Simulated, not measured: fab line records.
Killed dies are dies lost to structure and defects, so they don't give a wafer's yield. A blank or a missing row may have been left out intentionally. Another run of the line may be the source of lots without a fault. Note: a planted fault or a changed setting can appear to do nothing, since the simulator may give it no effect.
fab line records    flow sky130
[record] lots = 11  wafers = 33  last_day = 50
route steps=708 shown VIA1@472 METAL4@632 VIA4@658 METAL5@675 PAD_OPEN@708
lots that met no fault: taken from a fault-free run of the same line
start_h: start of the lot's first displayed wafer, in hours after the record's first day    wait_h: time in hours since the lot's previous step    " as in the row above    L1.1+2: several wafers, shown together as one row    - either no value or no given start    * or withheld: withheld    < > ~ a bound
route shown NAME@n: names a module that has steps shown in the file, with the first one's number in the route    usual: mean/standard deviation of fault-free wafers    same: alike in all rows    chamber/n: place in a boat    sites: per-site readings    _std_site: standard deviation of those values    _edge_site: inner sites' mean taken away from outer sites' mean    radius_mm: how far each site lies from the wafer's centre    mask NAME#n: copy n    behind: the last tool/chamber to shape the wafer    hold: cause of the lot's hold/its duration in hours/its outcome    device: names the non-switching transistor (n, p or np)    end of line: at the end of the route, the tests of the same wafers    a step with no rows: only its recipe    killed: dies that structure and defects cost at the first sort, which is not the same as the wafer's yield    map: the dies of a wafer, with x for killed, . for not killed, _ for no die there
set.NAME: the setting the step ran with; set.NAME@STEP: the setting that earlier step ran with    model.NAME: the simulator's own value behind a step, which no gauge read
route steps across a sampled set of lots; one table per step, one row per wafer
services: the hour from which a tool's chamber was out of use, counted from the record's first day as start_h (under 0 if before that day), plus the number of hours and why
[[steps]]
[step SKY_VIA1_ETCH_14]
[recipe] chemistry = N2/H2  target = BARC  ion_energy_ev = 200  source_w = 500  bias_w = 100  pressure_mtorr = 30  n2_flow_sccm = 100  h2_flow_sccm = 200  stop_on = SiO2  time_s = 45.9  target_depth_a = 600
[usual] drypump_motor_current_A = 5.8/0.47  oes_product_au = 0.855/0.0049  throttle_valve_pct = 13.225/0.0089
lot.wafer  tool         chamber  start_h  wait_h  drypump_motor_current_A  oes_product_au  rf_hours_counter_h  throttle_valve_pct
L638.1     rie_diel-03  3        791.59   0.0     6.1                      0.855           8                   13.199
L638.2     "            2        "        "       5.7                      0.859           12                  13.244
L638.5     "            1        "        "       5.6                      0.854           -                   13.216
L639.2     rie_diel-01  3        799.48   0.0     6.6                      0.854           14                  13.224
L639.3     "            2        "        "       5.6                      0.854           15                  13.241
L639.5     "            1        "        "       5.9                      0.848           -                   13.220
L640.3     rie_diel-01  0        802.56   0.0     4.9                      0.851           1                   13.230
L640.5     "            2        "        "       5.5                      0.859           -                   13.244
L640.6     "            1        "        "       5.9                      0.853           -                   13.218
L643.2     rie_diel-04  2        828.69   0.0     6.3                      0.864           17                  13.228
L643.5     "            3        "        "       5.6                      0.857           -                   13.216
L643.6     "            0        "        "       5.9                      0.851           -                   13.223
L646.1     rie_diel-03  2        849.13   0.0     5.8                      0.843           13                  13.230
L646.3     "            3        "        "       6.1                      0.848           9                   13.216
L646.4     "            0        "        "       5.0                      0.847           26                  13.223
L653.1     rie_diel-04  2        909.56   0.0     6.3                      0.859           19                  13.244
L653.2     "            3        "        "       5.6                      0.850           9                   13.206
L653.5     "            1        "        "       6.3                      0.849           -                   13.223
L654.1     rie_diel-04  1        922.01   0.0     6.3                      0.855           5                   13.220
L654.3     "            3        "        "       5.7                      0.850           9                   13.216
L654.4     "            3        "        "       5.7                      0.856           -                   13.228
L656.1     rie_diel-03  1        929.49   0.0     5.6                      0.859           16                  13.222
L656.2     "            2        "        "       5.8                      0.847           16                  13.234
L656.6     "            2        "        "       5.8                      0.850           -                   13.214
L658.2     rie_diel-01  0        944.21   0.0     4.9                      0.855           5                   13.226
L658.4     "            2        "        "       5.6                      0.856           19                  13.219
L658.6     "            0        "        "       4.9                      0.855           -                   13.214
L661.1     rie_diel-04  3        963.93   0.0     5.6                      0.855           10                  13.227
L661.4     "            2        "        "       6.3                      0.854           21                  13.219
L661.5     "            2        "        "       6.3                      0.862           -                   13.229
L659.1     rie_diel-03  1        966.08   0.0     5.6                      0.862           17                  13.228
L659.3     "            3        "        "       6.0                      0.856           13                  13.227
L659.6     "            3        "        "       6.0                      0.866           -                   13.230
[step SKY_METAL4_ETCH_16]
[recipe] chemistry = N2/H2  target = BARC  ion_energy_ev = 200  bias_w = 100  pressure_mtorr = 30  n2_flow_sccm = 100  h2_flow_sccm = 200  icp_w = 500  stop_on = SiO2  time_s = 88.2  target_depth_a = 600
[usual] drypump_motor_current_A = 5.59/0.2  oes_product_au = 0.626/0.0046  throttle_valve_pct = 13.205/0.01
lot.wafer  tool          chamber  start_h  wait_h  drypump_motor_current_A  oes_product_au  rf_hours_counter_h  throttle_valve_pct
L638.1     rie_metal-03  1        979.71   0.0     5.62                     0.632           4                   13.196
L638.2     "             0        "        "       5.64                     0.625           3                   13.186
L638.5     "             1        "        "       5.63                     0.624           -                   13.202
L639.2     rie_metal-01  0        988.00   0.0     5.64                     0.624           16                  13.214
L639.3     "             0        "        "       5.65                     0.623           -                   13.190
L639.5     "             1        "        "       5.66                     0.625           -                   13.214
L640.3     rie_metal-02  0        990.54   0.0     5.29                     0.623           -                   13.196
L640.5     "             0        "        "       5.28                     0.628           -                   13.216
L640.6     "             1        "        "       5.80                     0.613           -                   13.200
L643.2     rie_metal-02  0        1013.50  0.0     5.29                     0.627           17                  13.226
L643.5     "             0        "        "       5.29                     0.624           -                   13.219
L643.6     "             1        "        "       5.83                     0.612           -                   13.206
L646.1     rie_metal-02  0        1032.20  0.0     5.29                     0.626           18                  13.209
L646.3     "             0        "        "       5.29                     0.623           -                   13.197
L646.4     "             1        "        "       5.79                     0.622           -                   13.220
L653.1     rie_metal-02  1        1082.10  0.0     5.83                     0.631           14                  13.203
L653.2     "             0        "        "       5.29                     0.632           23                  13.211
L653.5     "             1        "        "       5.80                     0.627           -                   13.206
L654.1     rie_metal-03  1        1091.21  0.0     5.61                     0.627           12                  13.216
L654.3     "             1        "        "       5.62                     0.626           -                   13.209
L654.4     "             0        "        "       5.63                     0.626           -                   13.209
L656.1     rie_metal-02  0        1095.55  0.0     5.30                     0.631           24                  13.202
L656.2     "             1        "        "       5.80                     0.623           15                  13.204
L656.6     "             0        "        "       5.30                     0.624           -                   13.200
L658.2     rie_metal-02  0        1109.71  0.0     5.29                     0.629           26                  13.206
L658.4     "             0        "        "       5.30                     0.630           -                   13.196
L658.6     "             1        "        "       5.87                     0.629           -                   13.212
L661.1     rie_metal-02  0        1125.80  0.0     5.30                     0.624           27                  13.198
L661.4     "             0        "        "       5.30                     0.618           -                   13.198
L661.5     "             1        "        "       5.81                     0.629           -                   13.208
L659.1     rie_metal-02  0        1127.66  0.0     5.30                     0.622           28                  13.198
L659.3     "             1        "        "       5.79                     0.620           -                   13.190
L659.6     "             1        "        "       5.81                     0.623           -                   13.181
[step SKY_VIA4_RS_MEAS_19]
[recipe] thk_meas_gauge = four-point-probe  reads = W_of_VIA4_CVD_18+TiN_of_VIA4_SPUTTER_17
[usual] VIA4_W_RS = 0.2256/0.0025
lot.wafer  tool           chamber  start_h  wait_h  VIA4_W_RS[ohm/sq]
L638.1     film_metro-01  -        1004.53  0.1     0.2294
L638.2     "              -        "        "       0.2240
L638.5     "              -        "        "       0.2256
L639.2     film_metro-03  -        1013.55  0.1     0.2259
L639.3     "              -        "        "       0.2284
L639.5     "              -        "        "       0.2275
L640.3     film_metro-03  -        1016.30  0.1     0.2311
L640.5     "              -        "        "       0.2250
L640.6     "              -        "        "       0.2284
L643.2     film_metro-03  -        1038.60  0.1     0.2227
L643.5     "              -        "        "       0.2218
L643.6     "              -        "        "       0.2234
L646.1     film_metro-01  -        1056.83  0.1     0.2226
L646.3     "              -        "        "       0.2266
L646.4     "              -        "        "       0.2278
L653.1     film_metro-04  -        1104.70  0.1     0.2255
L653.2     "              -        "        "       0.2254
L653.5     "              -        "        "       0.2246
L654.1     film_metro-04  -        1113.83  0.3     0.2249
L654.3     "              -        "        "       0.2228
L654.4     "              -        "        "       0.2263
L656.1     film_metro-03  -        1117.61  0.3     0.2219
L656.2     "              -        "        "       0.2221
L656.6     "              -        "        "       0.2222
L658.2     film_metro-03  -        1131.51  0.1     0.2300
L658.4     "              -        "        "       0.2282
L658.6     "              -        "        "       0.2284
L661.1     film_metro-03  -        1146.77  0.1     0.2274
L661.4     "              -        "        "       0.2299
L661.5     "              -        "        "       0.2251
L659.1     film_metro-03  -        1148.22  0.1     0.2276
L659.3     "              -        "        "       0.2251
L659.6     "              -        "        "       0.2247
[step SKY_METAL5_DESCUM_14]
[recipe] chemistry = O2  source_power_w = 150  bias_power_w = 0  pressure_mtorr = 10  temp_c = 40  time_s = 11
[usual] drypump_motor_current_A = 5.58/0.22  oes_product_au = 1.001/0.0071
lot.wafer  tool          chamber  start_h  wait_h  drypump_motor_current_A  oes_product_au  rf_hours_counter_h
L638.1     rie_metal-04  0        1028.24  0.1     5.84                     0.997           15
L638.2     "             1        "        "       5.23                     0.986           13
L638.5     "             1        "        "       5.25                     0.983           -
L639.2     rie_metal-03  1        1036.24  0.1     5.64                     0.996           8
L639.3     "             1        "        "       5.63                     1.000           -
L639.5     "             0        "        "       5.63                     1.001           -
L640.3     rie_metal-04  1        1039.28  0.1     5.22                     0.997           -
L640.5     "             1        "        "       5.24                     0.988           -
L640.6     "             0        "        "       5.85                     1.002           -
L643.2     rie_metal-03  1        1060.59  0.1     5.59                     0.999           9
L643.5     "             0        "        "       5.60                     1.011           -
L643.6     "             1        "        "       5.60                     0.994           -
L646.1     rie_metal-04  1        1078.31  0.1     5.24                     0.999           17
L646.3     "             1        "        "       5.28                     1.000           -
L646.4     "             0        "        "       5.85                     1.013           -
L653.1     rie_metal-03  0        1125.59  0.1     5.63                     0.992           13
L653.2     "             1        "        "       5.61                     0.994           14
L653.5     "             1        "        "       5.62                     1.002           -
L654.1     rie_metal-02  0        1134.19  0.1     5.27                     1.012           28
L654.3     "             0        "        "       5.29                     0.999           -
L654.4     "             1        "        "       5.79                     1.008           -
L656.1     rie_metal-03  0        1137.21  0.1     5.62                     1.007           15
L656.2     "             1        "        "       5.59                     0.999           16
L656.6     "             0        "        "       5.64                     1.014           -
L658.2     rie_metal-04  0        1151.36  0.1     5.85                     1.005           25
L658.4     "             1        "        "       5.25                     0.993           -
L658.6     "             1        "        "       5.25                     0.998           -
L661.1     rie_metal-04  1        1164.51  0.1     5.23                     0.996           25
L661.4     "             1        "        "       5.23                     0.996           -
L661.5     "             1        "        "       5.25                     0.993           -
L659.1     rie_metal-02  1        1166.39  0.1     5.82                     0.995           22
L659.3     "             1        "        "       5.84                     1.006           -
L659.6     "             0        "        "       5.28                     1.000           -
[step SKY_PAD_OPEN_PROBE_99]
[usual] defect_limited_yield = 82.4/2  killed_at_M0_to_M3 = 44/6.5  killed_at_M4_up = 3.3/1.7  killed_at_contacts = 25/5.3  killed_at_front_end = 15/5  killed_at_other = 0.2/0.47  killed_dies = 87/9.9  killed_open = 47/8  killed_short = 39/6.1  sort_bin_3_pad_short = 0.9/0.43  sort_bin_5_function = 10.4/1.5  sort_bin_6_memory = 6.2/1.2  sort_n_pass = 405/9.9  sort_yield_pct = 82.4/2
[same] gross_dies = 492  killed_at_back_side = 0  sort_bin_4_leakage[%] = 0  sort_bin_8_speed[%] = 0
lot.wafer  tool       chamber  start_h  wait_h  defect_limited_yield[%]  killed_at_M0_to_M3  killed_at_M4_up  killed_at_contacts  killed_at_front_end  killed_at_other  killed_dies  killed_open  killed_short  sort_bin_3_pad_short[%]  sort_bin_5_function[%]  sort_bin_6_memory[%]  sort_n_pass  sort_yield_pct[%]
L646.1     prober-01  -        1123.38  0.1     78.9                     50                  5                33                  15                   1                104          64           40            1.2                      12.4                    7.5                   388          78.9
L646.3     prober-01  -        1123.48  0.2     82.1                     48                  5                17                  16                   2                88           46           42            1.4                      11.2                    5.3                   404          82.1
L646.4     prober-01  -        1123.53  0.2     76.6                     74                  2                28                  11                   0                115          44           30            2.6                      13.8                    6.9                   377          76.6
L653.1     prober-02  -        1164.94  0.1     83.7                     41                  3                21                  15                   0                80           35           45            1.2                      8.7                     6.3                   412          83.7
L653.2     prober-02  -        1164.99  0.1     79.9                     49                  4                21                  25                   0                99           55           44            0.6                      10.0                    9.6                   393          79.9
L653.5     prober-02  -        1165.14  0.2     82.7                     47                  4                19                  15                   0                85           39           46            0.6                      9.6                     7.1                   407          82.7
L654.1     prober-02  -        1173.65  0.1     80.9                     48                  4                26                  16                   0                94           48           46            0.2                      10.8                    8.1                   398          80.9
L654.3     prober-02  -        1173.75  0.2     80.9                     42                  6                26                  19                   1                94           61           33            1.2                      8.1                     9.8                   398          80.9
L654.4     prober-02  -        1173.80  0.2     83.9                     36                  6                24                  13                   0                79           38           41            0.6                      10.8                    4.7                   413          83.9
L656.1     prober-01  -        1176.18  0.1     81.5                     51                  6                26                  8                    0                91           43           48            1.8                      10.0                    6.7                   401          81.5
L656.2     prober-01  -        1176.23  0.1     82.5                     48                  1                29                  8                    0                86           43           43            1.0                      11.4                    5.1                   406          82.5
L656.6     prober-01  -        1176.43  0.2     83.5                     47                  4                20                  10                   0                81           40           41            0.4                      11.2                    4.9                   411          83.5
L658.2     prober-01  -        1188.87  0.1     85.4                     35                  2                24                  11                   0                72           43           29            1.0                      8.3                     5.3                   420          85.4
L658.4     prober-01  -        1188.97  0.2     81.3                     54                  3                25                  10                   0                92           43           49            1.2                      10.0                    7.5                   400          81.3
L658.6     prober-01  -        1189.07  0.2     83.1                     43                  4                25                  11                   0                83           50           33            0.4                      10.4                    6.1                   409          83.1
// killed by level:class
L646.1 VIA1:geometric_particle:open=15 CONTACT:geometric_particle:open=13 LI_CONTACT:geometric_particle:open=11 VIA3:geometric_particle:open=9 METAL2:geometric_particle:short=7 POLY_GATE:geometric_particle:short=6 POLY_GATE:geometric_particle:open=5 CONTACT:geometric_particle:short=5
L646.3 VIA1:geometric_particle:open=12 METAL2:geometric_particle:short=9 CONTACT:geometric_particle:open=8 VIA2:geometric_particle:open=7 FIELD_ISO:geometric_particle:open=5 POLY_GATE:geometric_particle:short=4 CONTACT:geometric_particle:short=4 METAL1:geometric_particle:short=4
L646.4 VIA1:unspecified=41 CONTACT:geometric_particle:open=16 VIA2:geometric_particle:open=7 VIA2:geometric_particle:short=6 VIA3:geometric_particle:open=6 LOCAL_INTERCONNECT:geometric_particle:short=5 VIA1:geometric_particle:open=5 FIELD_ISO:geometric_particle:short=3
L653.1 LI_CONTACT:geometric_particle:open=8 CONTACT:geometric_particle:open=7 METAL1:geometric_particle:short=7 VIA1:geometric_particle:open=6 METAL2:geometric_particle:short=6 VIA2:geometric_particle:short=6 FIELD_ISO:geometric_particle:short=5 POLY_GATE:geometric_particle:short=4
L653.2 VIA1:geometric_particle:open=11 VIA3:geometric_particle:open=10 METAL2:geometric_particle:short=9 CONTACT:geometric_particle:open=8 VIA2:geometric_particle:open=8 FIELD_ISO:geometric_particle:open=6 FIELD_ISO:geometric_particle:short=6 POLY_GATE:geometric_particle:open=4
L653.5 VIA1:geometric_particle:open=10 METAL1:geometric_particle:short=7 LI_CONTACT:geometric_particle:open=6 CONTACT:geometric_particle:open=6 METAL2:geometric_particle:short=6 VIA3:geometric_particle:short=6 VIA1:geometric_particle:short=5 FIELD_ISO:geometric_particle:short=4
L654.1 CONTACT:geometric_particle:open=11 LI_CONTACT:geometric_particle:open=7 METAL1:geometric_particle:short=7 METAL3:geometric_particle:short=7 VIA3:geometric_particle:open=7 VIA2:geometric_particle:open=5 VIA1:geometric_particle:open=5 METAL2:geometric_particle:short=5
L654.3 CONTACT:geometric_particle:open=12 FIELD_ISO:geometric_particle:open=10 VIA1:geometric_particle:open=9 VIA2:geometric_particle:open=9 LI_CONTACT:geometric_particle:open=5 METAL1:geometric_particle:open=5 VIA3:geometric_particle:open=5 METAL4:geometric_particle:short=5
L654.4 CONTACT:geometric_particle:open=11 VIA1:geometric_particle:open=10 VIA1:geometric_particle:short=8 CONTACT:geometric_particle:short=5 METAL4:geometric_particle:short=5 VIA2:geometric_particle:open=4 METAL2:geometric_particle:short=4 LI_CONTACT:geometric_particle:short=4
L656.1 METAL2:geometric_particle:short=11 CONTACT:geometric_particle:open=8 VIA1:geometric_particle:open=8 METAL1:geometric_particle:short=7 VIA3:geometric_particle:open=7 LI_CONTACT:geometric_particle:open=6 CONTACT:geometric_particle:short=6 VIA2:geometric_particle:short=5
L656.2 VIA1:geometric_particle:open=9 METAL2:geometric_particle:short=9 LI_CONTACT:geometric_particle:open=8 CONTACT:geometric_particle:open=8 VIA2:geometric_particle:open=8 METAL1:geometric_particle:short=7 CONTACT:geometric_particle:short=6 VIA3:geometric_particle:short=5
L656.6 VIA1:geometric_particle:open=12 CONTACT:geometric_particle:open=8 VIA2:geometric_particle:short=6 METAL2:geometric_particle:short=6 CONTACT:geometric_particle:short=5 VIA3:geometric_particle:short=5 VIA3:geometric_particle:open=5 VIA2:geometric_particle:open=4
L658.2 VIA1:geometric_particle:open=11 LI_CONTACT:geometric_particle:open=10 FIELD_ISO:geometric_particle:open=6 METAL1:geometric_particle:short=5 VIA1:geometric_particle:short=5 POLY_GATE:geometric_particle:short=4 CONTACT:geometric_particle:open=4 VIA3:geometric_particle:open=4
L658.4 VIA1:geometric_particle:open=15 CONTACT:geometric_particle:open=9 METAL1:geometric_particle:short=9 VIA1:geometric_particle:short=8 VIA2:geometric_particle:open=6 LI_CONTACT:geometric_particle:open=5 LOCAL_INTERCONNECT:geometric_particle:short=5 METAL2:geometric_particle:short=5
L658.6 CONTACT:geometric_particle:open=12 VIA1:geometric_particle:open=11 VIA3:geometric_particle:open=9 CONTACT:geometric_particle:short=7 VIA1:geometric_particle:short=5 VIA2:geometric_particle:open=4 METAL1:geometric_particle:short=4 FIELD_ISO:geometric_particle:open=3
[[services]]
tool          chamber  start_h  hours  kind
rie_diel-03   2        775.65   7.6    repair
rie_diel-04   -        776.36   2.4    repair
rie_diel-01   -        781.25   1.7    repair
rie_metal-02  1        795.94   5.3    repair
rie_metal-02  0        799.55   5.7    repair
rie_metal-02  -        804.40   1.4    pm
rie_metal-03  1        813.24   9.5    repair
rie_metal-04  -        827.30   1.4    pm
rie_diel-01   0        876.25   1.9    repair
rie_diel-04   0        882.07   48.4   repair
rie_diel-01   0        901.89   1.3    repair
rie_diel-03   2        907.64   9.7    repair
rie_diel-01   1        917.03   2.5    repair
rie_diel-04   -        949.04   1.0    repair
rie_diel-04   1        969.12   3.3    repair
rie_diel-01   2        979.89   3.0    repair
rie_diel-03   -        1022.76  0.2    repair
rie_diel-01   1        1025.76  5.8    repair
rie_diel-03   1        1035.06  9.0    repair
rie_diel-04   2        1087.51  7.2    repair
rie_diel-04   0        1105.99  6.7    repair
rie_diel-03   -        1109.44  2.8    pm
rie_metal-03  -        1122.72  2.8    pm
rie_diel-03   1        1145.02  1.2    repair
[[key]]
[first_sign] step = SKY_PAD_OPEN_PROBE_99  reading = killed_at_M0_to_M3  direction = up  sigmas = 4.7  usual = 44  struck = 74
[effect] step = SKY_PAD_OPEN_PROBE_99  reading = sort_bin_3_pad_short  direction = up  sigmas = 4  usual = 0.9  struck = 2.6
met_at SKY_VIA1_ETCH_14
struck_lots L646
struck_wafers L646.4
not_acting_at SKY_METAL4_ETCH_16,SKY_VIA4_RS_MEAS_19,SKY_METAL5_DESCUM_14
[fault] kind = chamber_particle_source  tool = rie_diel-03  chamber = 0  onset_h = 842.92  steps = SKY_VIA1_ETCH_14  rate_per_visit_cm2 = 0.76506  end_h = 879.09
